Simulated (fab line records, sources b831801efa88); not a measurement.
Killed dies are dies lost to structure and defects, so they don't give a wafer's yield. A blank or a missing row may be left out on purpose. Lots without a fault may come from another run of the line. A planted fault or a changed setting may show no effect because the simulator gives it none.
A sampling plan put to the test | flow sky130 | one fab line, 48 faults that these records tell of, each judged on the records of the lots that it struck
The plan is the line's own looks: the steps of the route at which a gauge or an inspection reads the wafer and doesn't change it. A look can be judged if struck wafers have a number there and the file gives its usual mean and standard deviation on fault-free wafers. Caught: at a look after the fault's first step, the mean of the struck wafers lies 4 or more of those standard deviations (sigma) from the usual mean. On the tool: the same test on the tool's own readings at the fault's steps. Another recipe on the struck wafers, or a record that is blank for them alone, also counts as caught.

THE FAULTS, as the simulator had put them in
1. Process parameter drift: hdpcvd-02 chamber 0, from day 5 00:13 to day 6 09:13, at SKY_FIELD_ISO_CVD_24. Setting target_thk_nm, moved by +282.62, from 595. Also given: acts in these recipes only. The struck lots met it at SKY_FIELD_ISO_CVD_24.
2. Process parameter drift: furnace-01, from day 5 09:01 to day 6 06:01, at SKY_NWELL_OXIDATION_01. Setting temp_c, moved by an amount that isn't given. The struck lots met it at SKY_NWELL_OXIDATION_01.
3. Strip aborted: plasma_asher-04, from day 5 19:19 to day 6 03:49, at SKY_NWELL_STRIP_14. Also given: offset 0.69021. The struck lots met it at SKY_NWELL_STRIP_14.
4. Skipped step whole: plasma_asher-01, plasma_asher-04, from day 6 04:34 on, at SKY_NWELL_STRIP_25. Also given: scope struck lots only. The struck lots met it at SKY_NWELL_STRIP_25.
5. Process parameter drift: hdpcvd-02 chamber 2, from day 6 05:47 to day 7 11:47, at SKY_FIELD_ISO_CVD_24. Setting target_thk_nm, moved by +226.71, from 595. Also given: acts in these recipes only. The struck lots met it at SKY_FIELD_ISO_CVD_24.
6. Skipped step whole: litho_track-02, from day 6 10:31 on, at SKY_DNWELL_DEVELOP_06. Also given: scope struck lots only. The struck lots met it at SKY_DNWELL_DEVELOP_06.
7. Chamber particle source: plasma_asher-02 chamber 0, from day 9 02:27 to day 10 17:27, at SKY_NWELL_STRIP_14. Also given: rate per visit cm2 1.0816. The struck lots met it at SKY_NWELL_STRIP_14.
8. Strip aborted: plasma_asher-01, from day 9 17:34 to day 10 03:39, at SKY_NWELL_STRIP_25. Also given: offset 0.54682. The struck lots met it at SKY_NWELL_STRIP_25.
9. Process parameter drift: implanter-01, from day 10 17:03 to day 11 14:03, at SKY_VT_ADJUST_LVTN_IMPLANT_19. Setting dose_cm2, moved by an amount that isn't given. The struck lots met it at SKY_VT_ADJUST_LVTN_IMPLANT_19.
10. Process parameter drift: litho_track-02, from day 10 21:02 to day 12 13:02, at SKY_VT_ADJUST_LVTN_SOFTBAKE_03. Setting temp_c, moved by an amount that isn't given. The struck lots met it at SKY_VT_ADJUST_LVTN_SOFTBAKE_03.
11. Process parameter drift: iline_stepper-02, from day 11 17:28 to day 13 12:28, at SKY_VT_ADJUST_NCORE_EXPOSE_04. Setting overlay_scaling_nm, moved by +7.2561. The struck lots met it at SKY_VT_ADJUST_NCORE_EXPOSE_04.
12. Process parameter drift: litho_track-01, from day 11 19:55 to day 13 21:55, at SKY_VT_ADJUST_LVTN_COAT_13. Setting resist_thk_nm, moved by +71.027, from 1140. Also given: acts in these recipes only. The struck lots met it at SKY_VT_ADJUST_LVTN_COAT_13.
13. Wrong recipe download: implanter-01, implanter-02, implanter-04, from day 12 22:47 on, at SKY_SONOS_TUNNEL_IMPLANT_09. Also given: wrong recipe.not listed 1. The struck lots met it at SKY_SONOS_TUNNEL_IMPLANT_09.
14. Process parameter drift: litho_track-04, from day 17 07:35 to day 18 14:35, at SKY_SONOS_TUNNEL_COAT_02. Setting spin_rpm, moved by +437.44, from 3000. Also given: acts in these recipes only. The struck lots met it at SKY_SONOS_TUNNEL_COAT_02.
15. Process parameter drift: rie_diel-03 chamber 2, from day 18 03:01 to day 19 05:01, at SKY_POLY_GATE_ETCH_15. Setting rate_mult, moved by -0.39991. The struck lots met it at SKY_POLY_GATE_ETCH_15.
16. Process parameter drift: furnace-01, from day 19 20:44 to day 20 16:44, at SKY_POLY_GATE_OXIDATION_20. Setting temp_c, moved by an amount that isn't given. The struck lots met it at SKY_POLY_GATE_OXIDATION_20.
17. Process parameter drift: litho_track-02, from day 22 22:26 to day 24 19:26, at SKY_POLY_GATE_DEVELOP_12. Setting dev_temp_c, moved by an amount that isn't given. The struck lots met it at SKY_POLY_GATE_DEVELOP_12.
18. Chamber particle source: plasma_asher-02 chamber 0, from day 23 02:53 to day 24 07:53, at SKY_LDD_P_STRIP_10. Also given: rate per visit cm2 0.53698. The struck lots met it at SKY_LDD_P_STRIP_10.
19. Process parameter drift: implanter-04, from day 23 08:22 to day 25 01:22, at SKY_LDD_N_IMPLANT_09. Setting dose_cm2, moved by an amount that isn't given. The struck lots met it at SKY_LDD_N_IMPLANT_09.
20. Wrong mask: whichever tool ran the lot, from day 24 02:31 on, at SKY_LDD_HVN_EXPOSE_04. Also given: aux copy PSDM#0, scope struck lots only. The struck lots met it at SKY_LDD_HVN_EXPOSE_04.
21. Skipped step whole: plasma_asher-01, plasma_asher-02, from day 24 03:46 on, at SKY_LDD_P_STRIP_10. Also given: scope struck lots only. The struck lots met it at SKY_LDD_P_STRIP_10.
22. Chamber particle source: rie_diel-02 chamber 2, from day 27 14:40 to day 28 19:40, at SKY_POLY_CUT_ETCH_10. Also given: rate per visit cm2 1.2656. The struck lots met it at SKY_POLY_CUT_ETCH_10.
23. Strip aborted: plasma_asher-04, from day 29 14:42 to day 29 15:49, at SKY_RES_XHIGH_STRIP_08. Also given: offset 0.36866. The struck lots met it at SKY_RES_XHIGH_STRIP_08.
24. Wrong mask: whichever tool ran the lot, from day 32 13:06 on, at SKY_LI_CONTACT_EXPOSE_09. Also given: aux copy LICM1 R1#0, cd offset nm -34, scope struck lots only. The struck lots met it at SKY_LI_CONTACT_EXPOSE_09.
25. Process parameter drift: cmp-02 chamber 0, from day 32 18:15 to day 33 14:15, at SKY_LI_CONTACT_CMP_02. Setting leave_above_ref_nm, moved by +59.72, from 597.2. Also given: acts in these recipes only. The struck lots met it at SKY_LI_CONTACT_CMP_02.
26. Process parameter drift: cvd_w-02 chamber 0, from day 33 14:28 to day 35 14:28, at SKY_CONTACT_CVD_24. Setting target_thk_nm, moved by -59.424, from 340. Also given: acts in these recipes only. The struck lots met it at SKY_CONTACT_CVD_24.
27. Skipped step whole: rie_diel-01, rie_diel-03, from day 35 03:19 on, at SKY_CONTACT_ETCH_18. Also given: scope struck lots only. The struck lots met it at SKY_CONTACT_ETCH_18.
28. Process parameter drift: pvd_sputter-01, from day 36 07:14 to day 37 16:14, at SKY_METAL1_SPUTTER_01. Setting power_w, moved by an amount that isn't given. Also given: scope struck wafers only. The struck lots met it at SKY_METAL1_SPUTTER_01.
29. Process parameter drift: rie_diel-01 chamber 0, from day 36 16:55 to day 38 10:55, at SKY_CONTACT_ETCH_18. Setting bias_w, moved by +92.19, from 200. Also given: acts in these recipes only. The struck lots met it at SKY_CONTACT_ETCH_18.
30. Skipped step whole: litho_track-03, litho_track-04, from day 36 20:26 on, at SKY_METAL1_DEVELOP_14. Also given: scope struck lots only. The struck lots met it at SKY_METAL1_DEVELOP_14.
31. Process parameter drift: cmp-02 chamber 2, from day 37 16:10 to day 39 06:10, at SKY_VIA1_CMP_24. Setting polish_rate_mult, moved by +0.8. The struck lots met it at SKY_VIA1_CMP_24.
32. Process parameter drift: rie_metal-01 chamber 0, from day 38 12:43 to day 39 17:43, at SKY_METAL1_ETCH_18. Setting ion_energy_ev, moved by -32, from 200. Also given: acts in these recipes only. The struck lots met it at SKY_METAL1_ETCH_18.
33. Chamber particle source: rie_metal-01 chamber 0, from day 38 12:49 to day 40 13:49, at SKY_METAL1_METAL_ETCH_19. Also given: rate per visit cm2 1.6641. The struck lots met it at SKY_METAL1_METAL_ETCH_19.
34. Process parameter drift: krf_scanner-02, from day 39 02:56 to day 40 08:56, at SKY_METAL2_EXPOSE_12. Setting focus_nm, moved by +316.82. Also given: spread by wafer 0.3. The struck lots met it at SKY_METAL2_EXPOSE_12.
35. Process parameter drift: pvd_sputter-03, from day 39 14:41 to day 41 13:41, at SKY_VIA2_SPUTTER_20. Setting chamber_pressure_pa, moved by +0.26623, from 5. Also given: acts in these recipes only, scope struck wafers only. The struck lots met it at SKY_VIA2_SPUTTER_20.
36. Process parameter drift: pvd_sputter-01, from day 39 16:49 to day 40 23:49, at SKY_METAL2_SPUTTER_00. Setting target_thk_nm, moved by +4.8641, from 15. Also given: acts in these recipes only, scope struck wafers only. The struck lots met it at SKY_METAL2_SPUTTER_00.
37. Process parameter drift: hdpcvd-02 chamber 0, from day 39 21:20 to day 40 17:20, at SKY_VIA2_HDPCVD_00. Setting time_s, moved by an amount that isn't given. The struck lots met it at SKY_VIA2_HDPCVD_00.
38. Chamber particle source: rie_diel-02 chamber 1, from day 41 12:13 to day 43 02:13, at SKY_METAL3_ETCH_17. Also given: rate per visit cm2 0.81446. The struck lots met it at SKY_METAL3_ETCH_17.
39. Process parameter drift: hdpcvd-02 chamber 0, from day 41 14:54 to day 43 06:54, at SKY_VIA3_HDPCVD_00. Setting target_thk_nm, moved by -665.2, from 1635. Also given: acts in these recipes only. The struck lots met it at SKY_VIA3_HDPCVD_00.
40. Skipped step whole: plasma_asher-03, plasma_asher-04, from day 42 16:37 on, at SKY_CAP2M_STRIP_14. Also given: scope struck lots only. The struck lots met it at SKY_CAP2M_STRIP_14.
41. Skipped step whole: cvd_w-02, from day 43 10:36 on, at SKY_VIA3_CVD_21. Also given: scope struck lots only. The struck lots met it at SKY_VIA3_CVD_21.
42. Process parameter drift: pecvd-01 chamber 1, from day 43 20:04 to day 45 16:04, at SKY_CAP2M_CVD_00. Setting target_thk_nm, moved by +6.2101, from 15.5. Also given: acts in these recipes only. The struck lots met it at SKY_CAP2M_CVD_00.
43. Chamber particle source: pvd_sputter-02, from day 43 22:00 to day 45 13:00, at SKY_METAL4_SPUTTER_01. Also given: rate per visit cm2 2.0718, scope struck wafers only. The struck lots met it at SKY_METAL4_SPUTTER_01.
44. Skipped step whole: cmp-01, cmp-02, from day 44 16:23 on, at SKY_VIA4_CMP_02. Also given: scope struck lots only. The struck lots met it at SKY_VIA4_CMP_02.
45. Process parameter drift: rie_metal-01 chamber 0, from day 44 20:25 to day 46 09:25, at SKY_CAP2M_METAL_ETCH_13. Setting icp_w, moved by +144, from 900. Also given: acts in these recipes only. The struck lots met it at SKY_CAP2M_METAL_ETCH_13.
46. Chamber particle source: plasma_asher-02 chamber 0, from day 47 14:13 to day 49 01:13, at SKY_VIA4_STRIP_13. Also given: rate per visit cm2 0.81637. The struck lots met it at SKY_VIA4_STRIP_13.
47. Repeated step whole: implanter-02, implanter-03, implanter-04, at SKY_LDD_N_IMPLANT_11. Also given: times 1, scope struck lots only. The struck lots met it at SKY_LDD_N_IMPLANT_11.
48. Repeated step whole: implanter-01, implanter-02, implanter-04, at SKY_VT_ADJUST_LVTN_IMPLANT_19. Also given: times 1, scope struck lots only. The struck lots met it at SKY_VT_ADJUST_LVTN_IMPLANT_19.

WHAT THE PLAN SAW
fault | on the tool itself                               | first look that catches it                      | reading, sigma                                                          | median hours from its first step to that look | hours from the fault's start to the first struck lot there | judged looks passed uncaught
1     | no reading that can be judged                    | SKY_FIELD_ISO_THK_MEAS_25                       | FIELD_ISO_CVD_24_THK +40                                                | 0.1                                           | 4                                                          | 0
2     | tube_center_temp_C -99 or beyond sigma           | SKY_NWELL_THK_MEAS_02                           | NWELL_OXIDATION_THK -8.7                                                | 1.4                                           | 3                                                          | 0
3     | oes_product_au +45 sigma                         | SKY_NWELL_TW_MEAS_26                            | NWELL_2_TW -99 or beyond                                                | 19.1                                          | 27                                                         | 0
4     | the tool's record is blank for the struck wafers | SKY_VT_ADJUST_HVTP_TW_MEAS_11                   | VT_ADJUST_HVTP_TW -99 or beyond                                         | 20.3                                          | 21                                                         | 1
5     | no reading that can be judged                    | SKY_FIELD_ISO_THK_MEAS_25                       | FIELD_ISO_CVD_24_THK +32                                                | 0.1                                           | 11                                                         | 0
6     | the tool's record is blank for the struck wafers | SKY_DNWELL_TW_MEAS_09                           | DNWELL_TW -99 or beyond                                                 | 1.0                                           | 4                                                          | 0
7     | under 2 sigma                                    | no look after it can be judged                  | -                                                                       | -                                             | -                                                          | 0
8     | oes_product_au +51 sigma                         | SKY_VT_ADJUST_HVTP_TW_MEAS_11                   | VT_ADJUST_HVTP_TW -99 or beyond                                         | 24.2                                          | 34                                                         | 0
9     | dose_ions_cm2 +99 or beyond sigma                | SKY_VT_ADJUST_LVTN_TW_MEAS_21                   | VT_ADJUST_LVTN_2_TW +12                                                 | 0.2                                           | 6                                                          | 0
10    | plate_temp_C -61 sigma                           | not the one look that can be judged after it    | -                                                                       | -                                             | -                                                          | 1
11    | no reading that can be judged                    | not the one look that can be judged after it    | strongest: VT_ADJUST_NCORE_OVL at SKY_VT_ADJUST_NCORE_OVL_MEAS_08, +2.8 | -                                             | -                                                          | 1
12    | no reading that can be judged                    | none of the 2 looks that can be judged after it | -                                                                       | -                                             | -                                                          | 2
13    | under 2 sigma                                    | SKY_SONOS_TUNNEL_TW_MEAS_12                     | SONOS_TUNNEL_TW +75                                                     | 0.4                                           | 11                                                         | 0
14    | spin_speed_rpm +99 or beyond sigma               | none of the 2 looks that can be judged after it | strongest: cd_nm at SKY_SONOS_TUNNEL_CD_MEAS_07, +3.0                   | -                                             | -                                                          | 2
15    | under 2 sigma                                    | SKY_POLY_GATE_CD_MEAS_22                        | cd_nm +4.3                                                              | 3.0                                           | 13                                                         | 0
16    | tube_center_temp_C -99 or beyond sigma           | SKY_POLY_GATE_THK_MEAS_21                       | POLY_GATE_OXIDATION_THK -16                                             | 1.3                                           | 12                                                         | 0
17    | developer_temp_C -17 sigma                       | not the one look that can be judged after it    | -                                                                       | -                                             | -                                                          | 1
18    | under 2 sigma                                    | none of the 2 looks that can be judged after it | -                                                                       | -                                             | -                                                          | 2
19    | dose_ions_cm2 -99 or beyond sigma                | none of the 2 looks that can be judged after it | strongest: LDD_N_TW at SKY_LDD_N_TW_MEAS_17, -3.6                       | -                                             | -                                                          | 2
20    | under 2 sigma                                    | SKY_LDD_HVN_TW_MEAS_10                          | LDD_HVN_TW -99 or beyond                                                | 14.8                                          | 20                                                         | 0
21    | the tool's record is blank for the struck wafers | SKY_LDD_HVN_TW_MEAS_10                          | LDD_HVN_TW -99 or beyond                                                | 29.7                                          | 35                                                         | 0
22    | under 2 sigma                                    | none of the 3 looks that can be judged after it | -                                                                       | -                                             | -                                                          | 3
23    | oes_product_au +56 sigma                         | not the one look that can be judged after it    | strongest: RES_XHIGH_TW at SKY_RES_XHIGH_TW_MEAS_09, -2.0               | -                                             | -                                                          | 1
24    | no reading that can be judged                    | SKY_LI_CONTACT_CD_MEAS_12                       | cd_nm -23                                                               | 12.5                                          | 18                                                         | 0
25    | under 2 sigma                                    | no look after it can be judged                  | -                                                                       | -                                             | -                                                          | 0
26    | under 2 sigma                                    | SKY_CONTACT_RS_MEAS_25                          | CONTACT_W_RS +21                                                        | 0.1                                           | 15                                                         | 0
27    | the tool's record is blank for the struck wafers | no look after it can be judged                  | -                                                                       | -                                             | -                                                          | 0
28    | cathode_dc_power_W +99 or beyond sigma           | no look after it can be judged                  | -                                                                       | -                                             | -                                                          | 0
29    | bias_w +99 or beyond sigma                       | no look after it can be judged                  | -                                                                       | -                                             | -                                                          | 0
30    | no reading that can be judged                    | no look after it can be judged                  | -                                                                       | -                                             | -                                                          | 0
31    | time_to_endpoint_s -11 sigma                     | none of the 4 looks that can be judged after it | -                                                                       | -                                             | -                                                          | 4
32    | under 2 sigma                                    | no look after it can be judged                  | -                                                                       | -                                             | -                                                          | 0
33    | under 2 sigma                                    | not the one look that can be judged after it    | -                                                                       | -                                             | -                                                          | 1
34    | exposure_dose_mJ_cm2 -71 sigma                   | SKY_METAL2_CD_MEAS_15                           | cd_nm -34                                                               | 12.5                                          | 35                                                         | 0
35    | chamber_pressure_pa +25 sigma                    | no look after it can be judged                  | -                                                                       | -                                             | -                                                          | 0
36    | under 2 sigma                                    | no look after it can be judged                  | -                                                                       | -                                             | -                                                          | 0
37    | run_length_s +84 sigma                           | SKY_VIA2_THK_MEAS_01                            | VIA2_HDPCVD_THK +18                                                     | 0.1                                           | 4                                                          | 0
38    | under 2 sigma                                    | not the one look that can be judged after it    | -                                                                       | -                                             | -                                                          | 1
39    | under 2 sigma                                    | SKY_VIA3_THK_MEAS_01                            | VIA3_HDPCVD_THK -40                                                     | 0.2                                           | 3                                                          | 0
40    | the tool's record is blank for the struck wafers | no look after it can be judged                  | -                                                                       | -                                             | -                                                          | 0
41    | the tool's record is blank for the struck wafers | SKY_VIA3_RS_MEAS_22                             | VIA3_W_RS +99 or beyond                                                 | 0.1                                           | 2                                                          | 0
42    | under 2 sigma                                    | SKY_CAP2M_THK_MEAS_01                           | CAP2M_CVD_00_THK +27                                                    | 0.0                                           | 10                                                         | 0
43    | under 2 sigma                                    | none of the 4 looks that can be judged after it | -                                                                       | -                                             | -                                                          | 4
44    | the tool's record is blank for the struck wafers | SKY_VIA4_BOW_MEAS_03                            | VIA4_BOW +7.8                                                           | 0.3                                           | 3                                                          | 0
45    | rf_fwd_power_W +45 sigma                         | no look after it can be judged                  | -                                                                       | -                                             | -                                                          | 0
46    | under 2 sigma                                    | no look after it can be judged                  | -                                                                       | -                                             | -                                                          | 0
47    | under 2 sigma                                    | SKY_LDD_N_TW_MEAS_17                            | LDD_N_TW +8.3                                                           | 1.2                                           | -                                                          | 0
48    | under 2 sigma                                    | SKY_VT_ADJUST_LVTN_TW_MEAS_21                   | VT_ADJUST_LVTN_2_TW +30                                                 | 0.6                                           | -                                                          | 0
A dash: the fault isn't caught, or these records don't give the number.

Caught at a look: 23 of 48. Caught on the tool: 24 of 48. By one or the other: 35 of 48.
Caught on the tool alone: faults 10, 14, 17, 19, 23, 27, 28, 29, 31, 35, 40, 45.
Caught at a look alone: faults 1, 5, 13, 15, 20, 24, 26, 39, 42, 47, 48.
Caught by neither: faults 7, 11, 12, 18, 22, 25, 30, 32, 33, 36, 38, 43, 46.

THINNER SAMPLING
If the look that catches a fault measured only every second or every third lot, by lot number, the first struck lot would be measured this late in the worst case:
fault | struck lots at that look, in order of time | every lot | every second lot | every third lot
1     | L364, L366, L367                           | 4 h       | 19 h             | may miss all 3
2     | L465, L466                                 | 3 h       | 10 h             | may miss all 2
3     | L365                                       | 27 h      | may miss it      | may miss it
4     | L135, L137, L136                           | 21 h      | 39 h             | 39 h
5     | L736, L737                                 | 11 h      | 15 h             | may miss all 2
6     | L475, L476, L477                           | 4 h       | 9 h              | 15 h
8     | L665                                       | 34 h      | may miss it      | may miss it
9     | L178, L180                                 | 6 h       | may miss all 2   | may miss all 2
13    | L607, L606, L608, L609                     | 11 h      | 12 h             | 21 h
15    | L409, L408                                 | 13 h      | 18 h             | may miss all 2
16    | L234, L235                                 | 12 h      | 19 h             | may miss all 2
20    | L883                                       | 20 h      | may miss it      | may miss it
21    | L827, L828                                 | 35 h      | 39 h             | may miss all 2
24    | L328                                       | 18 h      | may miss it      | may miss it
26    | L918, L919, L920, L922                     | 15 h      | 20 h             | 30 h
34    | L106                                       | 35 h      | may miss it      | may miss it
37    | L804                                       | 4 h       | may miss it      | may miss it
39    | L368, L371                                 | 3 h       | 21 h             | may miss all 2
41    | L299, L300, L301                           | 2 h       | 12 h             | 19 h
42    | L772, L773                                 | 10 h      | 15 h             | may miss all 2
44    | L370, L371                                 | 3 h       | 9 h              | may miss all 2
Hours are from the fault's start to the first struck lot that is measured. The limit of 4 sigma was tested on all struck wafers together, so one lot alone may lie under it. Other struck lots may not be in these records.

THE LONGEST TIMED WAY FROM STEP TO LOOK
Fault 21: a median of 29.7 hours passes between SKY_LDD_P_STRIP_10 and SKY_LDD_HVN_TW_MEAS_10. No look between them can be judged.
